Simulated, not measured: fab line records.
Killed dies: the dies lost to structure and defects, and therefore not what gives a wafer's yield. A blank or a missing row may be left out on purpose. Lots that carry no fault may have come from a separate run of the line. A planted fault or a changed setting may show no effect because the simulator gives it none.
fab line records	flow gf180mcu
record lots=24	wafers=72	last_day=34
route steps=602 shown V4@500 M5@536 V5@556 PASSIVATION@598
lots with no fault: from the same line, run without faults
start_h: hours from the record's opening day to when the first of the lot's shown wafers began	wait_h: how many hours have passed since the lot's step before this one	" same as the row above	L1.1+2: several wafers, shown together as one row	- value missing, or start not given	* or withheld: withheld	< > ~ a bound
route shown NAME@n: names a module that has steps shown in the file, with the first one's number in the route	usual: mean and standard deviation over wafers with no fault	same: alike in all rows	chamber/n: place in a boat	sites: per-site readings	_std_site: the values' standard deviation	_edge_site: outer sites' mean less inner sites'	radius_mm: how far each site lies from the wafer's centre	mask NAME#n: copy n	behind: tool/chamber where the wafer was last shaped	hold: what put the lot on hold/how long, in hours/how the hold closed	device: which transistor (n, p or np) failed to switch	end of line: the same wafers' tests at the end of the route	a step with no rows: only its recipe	killed: the dies lost at the first sort to structure and to defects; this is not the yield of the wafer	map: a wafer's dies, marking killed ones x, the rest . and places with no die _
set.NAME: the setting the step ran with; set.NAME@STEP: the setting that earlier step ran with	model.NAME: the simulator's own value behind a step, which no gauge read
a sample of lots followed through the steps of the route, with each step as a table and each wafer as a row
services: a tool's chamber out of use, with start hour (start_h, from the record's first day; less than 0 if before it), hours out, and reason
## steps
# step GF_V4_RS_MEAS_24
# recipe thk_meas_gauge=four-point-probe	reads=W_of_V4_CVD_23+TiN_of_V4_SPUTTER_22+Ti_of_V4_SPUTTER_21
# usual V4_W_RS=0.322/0.0065
lot.wafer	tool	chamber	start_h	wait_h	V4_W_RS[ohm/sq]
L074.4	film_metro-03	-	559.30	0.1	0.313
L074.5	"	-	"	"	0.323
L074.6	"	-	"	"	0.313
L075.3	film_metro-03	-	566.78	0.1	0.315
L075.5	"	-	"	"	0.324
L075.6	"	-	"	"	0.314
L076.1	film_metro-04	-	579.63	0.1	0.315
L076.4	"	-	"	"	0.330
L076.6	"	-	"	"	0.314
L077.1	film_metro-01	-	594.38	0.1	0.321
L077.2	"	-	"	"	0.312
L077.4	"	-	"	"	0.314
L078.1	film_metro-04	-	601.68	0.1	0.317
L078.4	"	-	"	"	0.317
L078.6	"	-	"	"	0.317
L079.1	film_metro-04	-	607.58	0.1	0.317
L079.4	"	-	"	"	0.329
L079.5	"	-	"	"	0.329
L080.2	film_metro-03	-	612.75	0.1	0.321
L080.3	"	-	"	"	0.323
L080.6	"	-	"	"	0.322
L081.2	film_metro-03	-	619.52	0.1	0.336
L081.4	"	-	"	"	0.335
L081.6	"	-	"	"	0.332
L082.2	film_metro-03	-	630.98	0.1	0.329
L082.3	"	-	"	"	0.317
L082.6	"	-	"	"	0.317
L083.1	film_metro-01	-	639.28	0.1	0.315
L083.4	"	-	"	"	0.326
L083.6	"	-	"	"	0.329
L084.3	film_metro-03	-	645.95	0.1	0.317
L084.4	"	-	"	"	0.330
L084.5	"	-	"	"	0.328
L085.1	film_metro-03	-	658.38	0.1	0.325
L085.5	"	-	"	"	0.320
L085.6	"	-	"	"	0.328
L086.1	film_metro-04	-	665.83	0.1	0.328
L086.2	"	-	"	"	0.316
L086.6	"	-	"	"	0.325
L087.1	film_metro-03	-	667.94	0.1	0.315
L087.3	"	-	"	"	0.314
L087.5	"	-	"	"	0.330
L088.1	film_metro-03	-	671.94	0.1	0.332
L088.4	"	-	"	"	0.332
L088.5	"	-	"	"	0.319
L089.2	film_metro-03	-	679.88	0.1	0.331
L089.3	"	-	"	"	0.316
L089.5	"	-	"	"	0.328
L090.1	film_metro-01	-	689.23	0.1	0.321
L090.2	"	-	"	"	0.332
L090.5	"	-	"	"	0.325
L091.2	film_metro-03	-	689.64	0.1	0.334
L091.5	"	-	"	"	0.329
L091.6	"	-	"	"	0.318
L092.3	film_metro-03	-	698.25	0.1	0.331
L092.4	"	-	"	"	0.319
L092.6	"	-	"	"	0.330
L093.2	film_metro-03	-	703.91	0.1	0.322
L093.3	"	-	"	"	0.331
L093.4	"	-	"	"	0.320
L094.2	film_metro-04	-	714.44	0.1	0.316
L094.3	"	-	"	"	0.312
L094.4	"	-	"	"	0.329
L096.4	film_metro-04	-	724.24	0.1	0.315
L096.5	"	-	"	"	0.326
L096.6	"	-	"	"	0.314
L095.2	film_metro-04	-	724.89	0.1	0.313
L095.3	"	-	"	"	0.315
L095.6	"	-	"	"	0.318
L097.2	film_metro-04	-	727.21	0.1	0.319
L097.3	"	-	"	"	0.319
L097.6	"	-	"	"	0.320
# step GF_M5_METAL_ETCH_10
# recipe chemistry=Cl2/BCl3	mask_material=KrF	target_depth_nm=750.8	stop_on=SiO2	pressure_mtorr=8	icp_w=800	bias_w=140	Cl2_flow_sccm=80	bcl3_flow_sccm=40	time_s=125.1
# usual drypump_motor_current_A=6.12/0.26	oes_product_au=0.991/0.0062	throttle_valve_pct=28.228/0.0097
lot.wafer	tool	chamber	start_h	wait_h	drypump_motor_current_A	oes_product_au	rf_hours_counter_h	throttle_valve_pct
L074.4	rie_metal-02	0	603.85	0.1	6.24	0.993	-	28.226
L074.5	"	1	"	"	6.40	0.995	-	28.218
L074.6	"	0	"	"	6.18	0.985	-	28.224
L075.3	rie_metal-02	0	611.27	0.1	6.17	0.978	-	28.239
L075.5	"	0	"	"	6.10	0.990	-	28.255
L075.6	"	1	"	"	6.42	0.993	-	28.225
L076.1	rie_metal-02	1	622.70	0.0	6.52	0.986	15	28.224
L076.4	"	0	"	"	6.22	0.983	-	28.234
L076.6	"	1	"	"	6.45	0.990	-	28.247
L077.1	rie_metal-01	0	636.94	0.0	5.70	1.000	0	28.229
L077.2	"	1	"	"	6.22	0.987	10	28.220
L077.4	"	0	"	"	5.70	0.995	-	28.223
L078.1	rie_metal-02	1	643.50	0.0	6.47	0.990	16	28.226
L078.4	"	1	"	"	6.50	1.003	-	28.232
L078.6	"	1	"	"	6.44	0.992	-	28.232
L079.1	rie_metal-03	0	649.73	0.0	6.21	0.998	12	28.211
L079.4	"	0	"	"	6.25	0.985	-	28.243
L079.5	"	0	"	"	6.22	0.991	-	28.230
L080.2	rie_metal-02	0	654.29	0.1	6.21	0.984	-	28.240
L080.3	"	0	"	"	6.27	0.980	-	28.220
L080.6	"	0	"	"	6.18	0.981	-	28.232
L081.2	rie_metal-01	0	661.54	0.0	5.71	0.994	1	28.217
L081.4	"	1	"	"	6.20	0.987	-	28.242
L081.6	"	0	"	"	5.70	0.990	-	28.230
L082.2	rie_metal-03	1	671.97	0.1	5.71	0.989	-	28.243
L082.3	"	1	"	"	5.74	0.998	-	28.219
L082.6	"	1	"	"	5.75	0.993	-	28.221
L083.1	rie_metal-01	1	679.35	0.0	6.22	0.990	12	28.213
L083.4	"	1	"	"	6.22	0.992	-	28.233
L083.6	"	1	"	"	6.24	0.997	-	28.228
L084.3	rie_metal-02	1	686.38	0.1	6.39	0.996	-	28.221
L084.4	"	0	"	"	6.14	0.993	-	28.227
L084.5	"	0	"	"	6.19	0.986	-	28.235
L085.1	rie_metal-03	1	698.05	0.0	5.71	0.998	2	28.216
L085.5	"	0	"	"	6.24	0.999	-	28.233
L085.6	"	1	"	"	5.72	0.991	-	28.232
L086.1	rie_metal-02	1	705.44	0.0	6.50	0.995	2	28.223
L086.2	"	0	"	"	6.20	0.991	6	28.236
L086.6	"	0	"	"	6.20	0.984	-	28.223
L087.1	rie_metal-03	0	706.44	0.0	6.24	0.989	1	28.227
L087.3	"	0	"	"	6.25	0.987	-	28.219
L087.5	"	0	"	"	6.24	0.977	-	28.249
L088.1	rie_metal-03	1	710.58	0.0	5.73	0.997	3	28.237
L088.4	"	1	"	"	5.73	0.994	-	28.218
L088.5	"	0	"	"	6.26	0.995	-	28.241
L089.2	rie_metal-01	0	717.74	0.0	5.70	0.996	2	28.219
L089.3	"	0	"	"	5.70	0.997	-	28.223
L089.5	"	1	"	"	6.21	0.988	-	28.237
L090.1	rie_metal-01	0	726.68	0.0	5.71	0.992	3	28.237
L090.2	"	1	"	"	6.24	0.983	15	28.225
L090.5	"	0	"	"	5.73	0.994	-	28.245
L091.2	rie_metal-02	0	727.60	0.0	6.21	0.989	7	28.238
L091.5	"	0	"	"	6.15	0.978	-	28.249
L091.6	"	1	"	"	6.44	0.996	-	28.226
L092.3	rie_metal-01	0	735.49	0.1	5.70	1.006	-	28.227
L092.4	"	1	"	"	6.22	0.987	-	28.225
L092.6	"	1	"	"	6.22	0.982	-	28.229
L093.2	rie_metal-01	0	740.58	0.0	5.70	0.999	3	28.217
L093.3	"	0	"	"	5.70	0.998	-	28.220
L093.4	"	1	"	"	6.23	0.986	-	28.234
L094.2	rie_metal-02	0	750.65	0.0	6.19	0.995	8	28.238
L094.3	"	1	"	"	6.39	0.997	-	28.221
L094.4	"	0	"	"	6.17	0.992	-	28.232
L096.4	rie_metal-03	0	759.67	0.1	6.26	0.992	-	28.224
L096.5	"	1	"	"	5.75	0.997	-	28.219
L096.6	"	0	"	"	6.24	0.991	-	28.222
L095.2	rie_metal-01	1	760.33	0.0	6.22	0.989	17	28.221
L095.3	"	1	"	"	6.22	0.990	-	28.219
L095.6	"	1	"	"	6.23	0.994	-	28.242
L097.2	rie_metal-02	1	761.70	0.0	6.46	0.993	5	28.215
L097.3	"	0	"	"	6.22	0.985	-	28.234
L097.6	"	1	"	"	6.44	0.988	-	28.226
# step GF_V5_ETCH_16
# recipe chemistry=N2/H2	target_depth_a=withheld	overetch_a=withheld	time_s=withheld	target=BARC	ion_energy_ev=200	source_w=500	bias_w=100	pressure_mtorr=30	n2_flow_sccm=100	h2_flow_sccm=200
# usual drypump_motor_current_A=5.9/0.44	oes_product_au=0.855/0.0045	throttle_valve_pct=13.224/0.0097
lot.wafer	tool	chamber	start_h	wait_h	drypump_motor_current_A	oes_product_au	throttle_valve_pct
L074.4	rie_diel-03	1	625.83	0.0	6.4	0.860	13.212
L074.5	"	3	"	"	6.1	0.862	13.222
L074.6	"	0	"	"	5.3	0.851	13.218
L075.3	rie_diel-03	2	632.58	0.0	5.9	0.862	13.246
L075.5	"	2	"	"	5.9	0.853	13.229
L075.6	"	1	"	"	6.4	0.857	13.218
L076.1	rie_diel-01	0	644.81	0.0	5.9	0.858	13.236
L076.4	"	2	"	"	6.6	0.852	13.217
L076.6	"	1	"	"	6.3	0.854	13.222
L077.1	rie_diel-03	3	657.66	0.0	6.1	0.858	13.227
L077.2	"	0	"	"	5.4	0.845	13.221
L077.4	"	2	"	"	5.9	0.853	13.242
L078.1	rie_diel-03	1	664.26	0.0	6.3	0.855	13.227
L078.4	"	0	"	"	5.4	0.859	13.224
L078.6	"	2	"	"	5.9	0.861	13.227
L079.1	rie_diel-01	3	670.53	0.0	4.9	0.856	13.226
L079.4	"	2	"	"	6.6	0.858	13.222
L079.5	"	0	"	"	5.9	0.856	13.230
L080.2	rie_diel-01	0	674.76	0.0	5.9	0.853	13.214
L080.3	"	3	"	"	4.9	0.846	13.218
L080.6	"	0	"	"	5.9	0.852	13.223
L081.2	rie_diel-03	1	681.96	0.0	6.4	0.848	13.223
L081.4	"	0	"	"	5.3	0.851	13.227
L081.6	"	2	"	"	5.9	0.848	13.243
L082.2	rie_diel-01	2	691.61	0.0	6.5	0.857	13.231
L082.3	"	1	"	"	6.3	0.850	13.242
L082.6	"	3	"	"	4.9	0.858	13.240
L083.1	rie_diel-02	1	699.13	0.0	5.3	0.856	13.214
L083.4	"	3	"	"	6.0	0.855	13.210
L083.6	"	1	"	"	5.4	0.852	13.217
L084.3	rie_diel-02	0	705.98	0.0	6.1	0.855	13.226
L084.4	"	2	"	"	5.8	0.847	13.222
L084.5	"	2	"	"	5.9	0.849	13.235
L085.1	rie_diel-03	3	717.93	0.0	6.1	0.860	13.227
L085.5	"	1	"	"	6.3	0.853	13.227
L085.6	"	2	"	"	5.9	0.859	13.220
L086.1	rie_diel-02	0	724.61	0.0	6.1	0.851	13.227
L086.2	"	2	"	"	5.8	0.861	13.231
L086.6	"	3	"	"	6.0	0.861	13.213
L087.1	rie_diel-03	3	726.11	0.0	6.1	0.856	13.230
L087.3	"	1	"	"	6.4	0.854	13.224
L087.5	"	0	"	"	5.3	0.854	13.224
L088.1	rie_diel-02	2	730.11	0.0	5.9	0.853	13.239
L088.4	"	3	"	"	6.0	0.848	13.235
L088.5	"	2	"	"	5.9	0.858	13.230
L089.2	rie_diel-01	0	736.81	0.0	5.9	0.849	13.217
L089.3	"	2	"	"	6.6	0.859	13.212
L089.5	"	1	"	"	6.3	0.854	13.214
L090.1	rie_diel-03	0	745.26	0.0	5.3	0.855	13.215
L090.2	"	1	"	"	6.3	0.862	13.231
L090.5	"	1	"	"	6.4	0.853	13.220
L091.2	rie_diel-01	3	746.31	0.0	4.9	0.854	13.222
L091.5	"	3	"	"	4.9	0.855	13.224
L091.6	"	2	"	"	6.6	0.856	13.221
L092.3	rie_diel-03	0	753.71	0.0	5.3	0.863	13.228
L092.4	"	3	"	"	6.0	0.862	13.227
L092.6	"	3	"	"	6.0	0.853	13.209
L093.2	rie_diel-03	3	759.36	0.0	6.1	0.846	13.229
L093.3	"	0	"	"	5.3	0.859	13.231
L093.4	"	2	"	"	5.9	0.860	13.234
L094.2	rie_diel-03	0	768.53	0.0	5.3	0.859	13.218
L094.3	"	3	"	"	6.0	0.864	13.215
L094.4	"	2	"	"	5.9	0.851	13.217
L096.4	rie_diel-02	3	776.98	0.0	6.0	0.853	13.223
L096.5	"	2	"	"	5.9	0.855	13.221
L096.6	"	3	"	"	6.0	0.855	13.225
L095.2	rie_diel-01	2	777.81	0.0	6.6	0.847	13.211
L095.3	"	0	"	"	5.9	0.857	13.220
L095.6	"	3	"	"	4.9	0.852	13.218
L097.2	rie_diel-03	1	778.83	0.0	6.4	0.854	13.212
L097.3	"	2	"	"	5.9	0.858	13.216
L097.6	"	1	"	"	6.3	0.853	13.211
# step GF_V5_SPUTTER_22
# recipe material=TiN	target_thk_nm=10	chamber_pressure_pa=5	power_w=4000	time_s=40
# usual cathode_dc_power_W=3999.9/0.77	throttle_valve_pct=30.2/1
lot.wafer	tool	chamber	start_h	wait_h	cathode_dc_power_W	throttle_valve_pct
L074.4	pvd_sputter-01	-	626.58	0.0	3999.8	27.9
L074.5	"	-	"	"	4000.3	29.3
L074.6	"	-	"	"	3999.6	27.9
L075.3	pvd_sputter-01	-	633.42	0.0	4000.0	29.2
L075.5	"	-	"	"	3999.9	30.0
L075.6	"	-	"	"	3999.6	28.9
L076.1	pvd_sputter-04	-	645.60	0.0	4000.0	31.5
L076.4	"	-	"	"	3999.4	30.7
L076.6	"	-	"	"	3998.8	31.2
L077.1	pvd_sputter-04	-	658.50	0.0	3999.1	31.4
L077.2	"	-	"	"	3998.8	30.4
L077.4	"	-	"	"	3999.4	31.5
L078.1	pvd_sputter-01	-	665.01	0.0	4002.5	29.9
L078.4	"	-	"	"	4000.1	29.8
L078.6	"	-	"	"	3999.3	29.5
L079.1	pvd_sputter-01	-	671.28	0.0	4002.1	29.6
L079.4	"	-	"	"	3999.3	29.2
L079.5	"	-	"	"	4000.3	29.3
L080.2	pvd_sputter-01	-	675.52	0.0	3999.4	29.8
L080.3	"	-	"	"	3999.6	29.2
L080.6	"	-	"	"	3999.2	29.3
L081.2	pvd_sputter-01	-	682.71	0.0	4000.3	29.4
L081.4	"	-	"	"	4001.0	29.7
L081.6	"	-	"	"	3998.7	29.0
L082.2	pvd_sputter-04	-	692.36	0.0	4000.4	30.7
L082.3	"	-	"	"	4000.5	31.4
L082.6	"	-	"	"	3999.5	30.6
L083.1	pvd_sputter-04	-	699.88	0.0	4000.5	30.6
L083.4	"	-	"	"	3999.8	31.3
L083.6	"	-	"	"	4001.4	30.6
L084.3	pvd_sputter-01	-	706.76	0.0	3999.6	27.5
L084.4	"	-	"	"	4000.6	30.1
L084.5	"	-	"	"	3999.8	29.6
L085.1	pvd_sputter-04	-	718.75	0.0	4001.0	31.2
L085.5	"	-	"	"	3999.1	30.3
L085.6	"	-	"	"	3999.4	31.4
L086.1	pvd_sputter-03	-	725.40	0.0	3999.9	31.3
L086.2	"	-	"	"	3998.9	31.4
L086.6	"	-	"	"	3999.7	31.1
L087.1	pvd_sputter-01	-	726.89	0.0	4000.5	29.3
L087.3	"	-	"	"	3999.6	29.5
L087.5	"	-	"	"	3999.3	29.2
L088.1	pvd_sputter-01	-	730.90	0.0	4000.6	27.5
L088.4	"	-	"	"	3999.1	29.4
L088.5	"	-	"	"	3998.2	29.6
L089.2	pvd_sputter-03	-	737.55	0.0	4001.3	31.2
L089.3	"	-	"	"	3999.7	31.6
L089.5	"	-	"	"	4000.4	30.4
L090.1	pvd_sputter-04	-	746.03	0.0	3999.7	30.9
L090.2	"	-	"	"	3998.7	30.3
L090.5	"	-	"	"	4001.1	31.1
L091.2	pvd_sputter-04	-	747.12	0.0	4000.0	30.3
L091.5	"	-	"	"	4001.7	31.3
L091.6	"	-	"	"	3999.4	30.6
L092.3	pvd_sputter-03	-	754.45	0.0	4000.0	30.5
L092.4	"	-	"	"	4000.4	30.7
L092.6	"	-	"	"	3998.2	31.5
L093.2	pvd_sputter-03	-	760.11	0.0	3999.7	31.2
L093.3	"	-	"	"	4001.2	31.0
L093.4	"	-	"	"	4000.7	30.6
L094.2	pvd_sputter-03	-	769.27	0.0	4001.3	30.7
L094.3	"	-	"	"	3998.7	30.3
L094.4	"	-	"	"	4000.0	31.4
L096.4	pvd_sputter-01	-	777.74	0.0	3999.2	29.3
L096.5	"	-	"	"	4001.2	27.6
L096.6	"	-	"	"	4001.0	29.9
L095.2	pvd_sputter-04	-	778.55	0.0	4001.4	31.4
L095.3	"	-	"	"	3999.3	31.3
L095.6	"	-	"	"	3998.8	30.1
L097.2	pvd_sputter-03	-	779.57	0.0	4000.1	30.4
L097.3	"	-	"	"	3999.8	30.6
L097.6	"	-	"	"	3999.7	30.5
# step GF_PASSIVATION_ETCH_11
# recipe chemistry=CF4/O2	target_depth_nm=2040	stop_on=TiN	source_w=800	bias_w=150	pressure_mtorr=150	cf4_flow_sccm=80	O2_flow_sccm=10	time_s=453.3
# usual drypump_motor_current_A=5.9/0.47	oes_product_au=0.989/0.007	throttle_valve_pct=5.968/0.0089
lot.wafer	tool	chamber	start_h	wait_h	drypump_motor_current_A	oes_product_au	rf_hours_counter_h	throttle_valve_pct
L074.4	rie_diel-01	3	668.30	-	4.9	0.990	11	5.964
L074.5	"	1	"	"	6.3	0.983	-	5.980
L074.6	"	0	"	"	5.9	0.974	-	5.954
L075.3	rie_diel-04	2	673.60	-	5.5	0.983	17	5.964
L075.5	"	2	"	"	5.5	0.992	-	5.958
L075.6	"	3	"	"	5.4	0.984	-	5.970
L076.1	rie_diel-01	0	686.51	-	5.9	0.987	25	5.970
L076.4	"	3	"	"	4.9	0.996	12	5.972
L076.6	"	3	"	"	4.9	0.995	-	5.954
L077.1	rie_diel-03	0	698.25	-	5.3	0.991	20	5.964
L077.2	"	3	"	"	6.1	1.003	10	5.975
L077.4	"	3	"	"	6.1	0.997	-	5.975
L078.1	rie_diel-01	1	704.15	-	6.3	0.992	15	5.978
L078.4	"	2	"	"	6.5	0.997	21	5.977
L078.6	"	2	"	"	6.5	0.992	-	5.974
L079.1	rie_diel-01	2	710.75	-	6.5	0.991	21	5.982
L079.4	"	0	"	"	5.9	0.983	26	5.970
L079.5	"	3	"	"	4.9	0.998	-	5.966
L080.2	rie_diel-04	2	714.76	-	5.5	0.989	18	5.973
L080.3	"	3	"	"	5.4	0.991	7	5.975
L080.6	"	3	"	"	5.4	0.980	-	5.973
L081.2	rie_diel-03	3	720.81	-	6.1	0.999	11	5.981
L081.4	"	2	"	"	5.9	0.995	56	5.988
L081.6	"	0	"	"	5.3	0.990	-	5.959
L082.2	rie_diel-03	3	730.31	-	6.1	0.999	11	5.956
L082.3	"	0	"	"	5.3	0.981	21	5.947
L082.6	"	1	"	"	6.4	0.981	-	5.955
L083.1	rie_diel-01	1	738.21	-	6.3	0.991	17	5.961
L083.4	"	0	"	"	5.9	0.968	27	5.952
L083.6	"	2	"	"	6.5	0.987	-	5.965
L084.3	rie_diel-04	3	743.20	-	5.4	0.990	8	5.965
L084.4	"	1	"	"	5.7	0.995	24	5.977
L084.5	"	3	"	"	5.4	0.978	-	5.977
L085.1	rie_diel-03	0	754.96	-	5.4	0.987	23	5.965
L085.5	"	3	"	"	6.0	1.002	-	5.968
L085.6	"	0	"	"	5.3	0.989	-	5.958
L086.1	rie_diel-01	1	760.50	-	6.3	0.987	18	5.962
L086.2	"	3	"	"	4.9	0.995	16	5.961
L086.6	"	0	"	"	5.9	0.975	-	5.964
L087.1	rie_diel-01	1	762.55	-	6.3	0.985	19	5.978
L087.3	"	0	"	"	5.9	0.976	28	5.971
L087.5	"	2	"	"	6.6	0.992	-	5.947
L088.1	rie_diel-04	3	767.01	-	5.4	0.982	9	5.986
L088.4	"	0	"	"	6.1	0.990	13	5.975
L088.5	"	3	"	"	5.4	0.984	-	5.971
L089.2	rie_diel-03	1	773.10	-	6.4	0.989	10	5.950
L089.3	"	2	"	"	5.9	0.994	1	5.970
L089.5	"	2	"	"	5.9	1.002	-	5.970
L090.1	rie_diel-04	2	779.86	-	5.5	0.983	21	5.977
L090.2	"	1	"	"	5.7	0.996	26	5.970
L090.5	"	3	"	"	5.4	0.975	-	5.965
L091.2	rie_diel-04	1	781.75	-	5.7	1.003	26	5.970
L091.5	"	2	"	"	5.5	0.980	-	5.959
L091.6	"	1	"	"	5.7	0.997	-	5.975
L092.3	rie_diel-03	0	788.85	-	5.3	0.989	24	5.961
L092.4	"	3	"	"	6.1	1.000	14	5.972
L092.6	"	0	"	"	5.3	0.987	-	5.960
L093.2	rie_diel-03	3	793.15	-	6.1	0.999	15	5.981
L093.3	"	1	"	"	6.3	0.988	11	5.969
L093.4	"	0	"	"	5.3	0.982	25	5.964
L094.2	rie_diel-01	1	801.80	-	6.3	0.991	21	5.967
L094.3	"	0	"	"	5.9	0.978	30	5.975
L094.4	"	2	"	"	6.6	0.986	26	5.977
L096.4	rie_diel-03	3	809.95	-	6.1	0.994	16	5.961
L096.5	"	3	"	"	6.1	1.000	-	5.975
L096.6	"	0	"	"	5.3	0.996	-	5.971
L095.2	rie_diel-04	0	810.75	-	6.1	0.995	16	5.960
L095.3	"	2	"	"	5.5	0.980	23	5.986
L095.6	"	3	"	"	5.4	0.975	-	5.969
L097.2	rie_diel-03	2	811.50	-	5.9	0.995	3	5.966
L097.3	"	3	"	"	6.1	1.000	16	5.974
L097.6	"	0	"	"	5.3	0.991	-	5.976
# step GF_PASSIVATION_STRIP_12
# recipe chemistry=O2/N2	power_w=1400	pressure_mtorr=1500	platen_temp_c=250	o2_flow_sccm=3000	n2_flow_sccm=300	overash_fraction=0.5
# usual drypump_motor_current_A=5.4/0.48	heater_power_w=331/37	oes_product_au=0.720/0.0048	strip_time_to_endpoint_s=32.9/0.36
# same overash_fraction=0.5
lot.wafer	tool	chamber	start_h	wait_h	drypump_motor_current_A	heater_power_w	oes_product_au	rf_hours_counter_h	strip_time_to_endpoint_s
L074.4	plasma_asher-04	0	668.60	0.2	4.7	333	0.723	-	33.1
L074.5	"	1	"	"	5.7	302	0.724	-	33.1
L074.6	"	0	"	"	4.7	330	0.727	-	33.4
L075.3	plasma_asher-01	0	673.90	0.2	5.6	380	0.711	-	33.1
L075.5	"	0	"	"	5.6	382	0.711	-	33.0
L075.6	"	1	"	"	5.4	299	0.716	-	33.0
L076.1	plasma_asher-04	1	686.77	0.1	5.7	303	0.719	59	33.6
L076.4	"	0	"	"	4.7	331	0.715	-	33.1
L076.6	"	1	"	"	5.7	287	0.713	-	33.0
L077.1	plasma_asher-04	1	698.52	0.1	5.8	302	0.725	61	33.2
L077.2	"	0	"	"	4.7	325	0.720	61	32.1
L077.4	"	0	"	"	4.7	326	0.723	-	32.1
L078.1	plasma_asher-01	1	704.42	0.1	5.4	292	0.717	30	32.7
L078.4	"	1	"	"	5.4	308	0.714	-	32.7
L078.6	"	0	"	"	5.7	400	0.718	-	32.8
L079.1	plasma_asher-01	1	711.02	0.1	5.4	301	0.715	31	33.1
L079.4	"	0	"	"	5.6	389	0.723	-	33.4
L079.5	"	0	"	"	5.6	397	0.721	-	32.9
L080.2	plasma_asher-01	1	715.02	0.1	5.4	305	0.721	31	33.1
L080.3	"	0	"	"	5.6	397	0.708	-	33.0
L080.6	"	1	"	"	5.4	307	0.717	-	33.0
L081.2	plasma_asher-03	0	721.07	0.1	5.7	331	0.719	88	31.9
L081.4	"	1	"	"	6.4	359	0.723	-	32.5
L081.6	"	1	"	"	6.4	363	0.712	-	32.6
L082.2	plasma_asher-04	1	730.57	0.1	5.7	291	0.715	64	32.4
L082.3	"	1	"	"	5.7	303	0.719	-	33.5
L082.6	"	1	"	"	5.8	306	0.723	-	33.1
L083.1	plasma_asher-01	1	738.47	0.1	5.4	289	0.715	34	32.7
L083.4	"	1	"	"	5.4	293	0.728	-	33.4
L083.6	"	1	"	"	5.4	293	0.717	-	32.6
L084.3	plasma_asher-04	1	743.50	0.2	5.7	293	0.717	-	33.3
L084.4	"	0	"	"	4.7	330	0.727	-	32.8
L084.5	"	0	"	"	4.7	329	0.713	-	33.4
L085.1	plasma_asher-03	0	755.22	0.1	5.7	333	0.716	92	33.1
L085.5	"	0	"	"	5.7	341	0.721	-	32.2
L085.6	"	1	"	"	6.4	353	0.719	-	33.1
L086.1	plasma_asher-03	1	760.77	0.1	6.4	360	0.710	93	32.8
L086.2	"	0	"	"	5.7	328	0.717	93	32.8
L086.6	"	0	"	"	5.7	340	0.723	-	33.4
L087.1	plasma_asher-01	0	762.82	0.1	5.6	390	0.721	37	32.9
L087.3	"	0	"	"	5.6	391	0.714	-	33.5
L087.5	"	1	"	"	5.4	303	0.723	-	32.8
L088.1	plasma_asher-04	1	767.27	0.1	5.8	298	0.727	69	33.1
L088.4	"	1	"	"	5.8	294	0.716	-	33.1
L088.5	"	1	"	"	5.7	293	0.718	-	33.1
L089.2	plasma_asher-04	0	773.37	0.1	4.7	337	0.720	70	32.9
L089.3	"	0	"	"	4.7	328	0.712	-	32.5
L089.5	"	1	"	"	5.8	288	0.724	-	32.6
L090.1	plasma_asher-04	0	780.12	0.1	4.7	324	0.713	70	32.8
L090.2	"	1	"	"	5.8	302	0.727	70	32.1
L090.5	"	1	"	"	5.7	302	0.716	-	33.2
L091.2	plasma_asher-04	1	782.02	0.1	5.8	299	0.720	71	32.2
L091.5	"	0	"	"	4.7	321	0.722	-	32.9
L091.6	"	1	"	"	5.7	294	0.715	-	32.4
L092.3	plasma_asher-01	1	789.15	0.2	5.4	301	0.713	-	33.1
L092.4	"	0	"	"	5.6	385	0.717	-	32.2
L092.6	"	0	"	"	5.6	384	0.715	-	33.0
L093.2	plasma_asher-01	1	793.42	0.1	5.4	307	0.714	40	31.9
L093.3	"	1	"	"	5.4	307	0.719	-	33.1
L093.4	"	0	"	"	5.6	386	0.725	-	32.9
L094.2	plasma_asher-04	1	802.07	0.1	5.8	300	0.725	73	32.8
L094.3	"	0	"	"	4.7	329	0.725	-	33.2
L094.4	"	1	"	"	5.8	302	0.725	-	32.7
L096.4	plasma_asher-04	0	810.25	0.2	4.7	330	0.722	-	32.4
L096.5	"	0	"	"	4.7	324	0.716	-	32.2
L096.6	"	1	"	"	5.8	293	0.726	-	33.1
L095.2	plasma_asher-01	1	811.02	0.1	5.4	290	0.714	42	33.0
L095.3	"	1	"	"	5.4	300	0.712	-	33.2
L095.6	"	1	"	"	5.4	301	0.720	-	33.4
L097.2	plasma_asher-01	0	811.77	0.1	5.6	395	0.720	42	32.7
L097.3	"	1	"	"	5.4	296	0.724	-	31.9
L097.6	"	1	"	"	5.4	308	0.720	-	32.7
## services
tool	chamber	start_h	hours	kind
pvd_sputter-01	-	579.95	3.7	repair
rie_diel-01	0	582.66	35.5	repair
rie_metal-03	-	583.89	14.6	pm
rie_diel-03	-	588.79	14.6	pm
rie_diel-04	-	594.50	0.4	repair
rie_diel-04	2	606.06	4.3	repair
plasma_asher-01	-	633.00	1.7	repair
rie_diel-04	1	638.72	9.7	repair
rie_diel-04	2	645.01	2.9	repair
rie_metal-01	0	664.18	27.8	repair
rie_diel-04	-	671.18	1.1	repair
rie_diel-03	1	683.64	10.1	repair
rie_diel-03	2	691.25	20.5	repair
rie_diel-03	-	695.71	0.7	repair
plasma_asher-01	-	702.85	0.6	repair
rie_metal-02	-	712.52	1.8	repair
rie_diel-01	2	719.60	10.0	repair
rie_diel-01	-	745.67	0.2	repair
pvd_sputter-01	-	746.13	1.7	repair
rie_diel-01	-	753.41	0.5	repair
rie_diel-01	0	754.96	3.0	repair
rie_diel-01	-	761.14	0.7	repair
rie_metal-02	0	767.54	4.8	repair
rie_diel-04	2	801.86	1.5	repair
## key
fault none
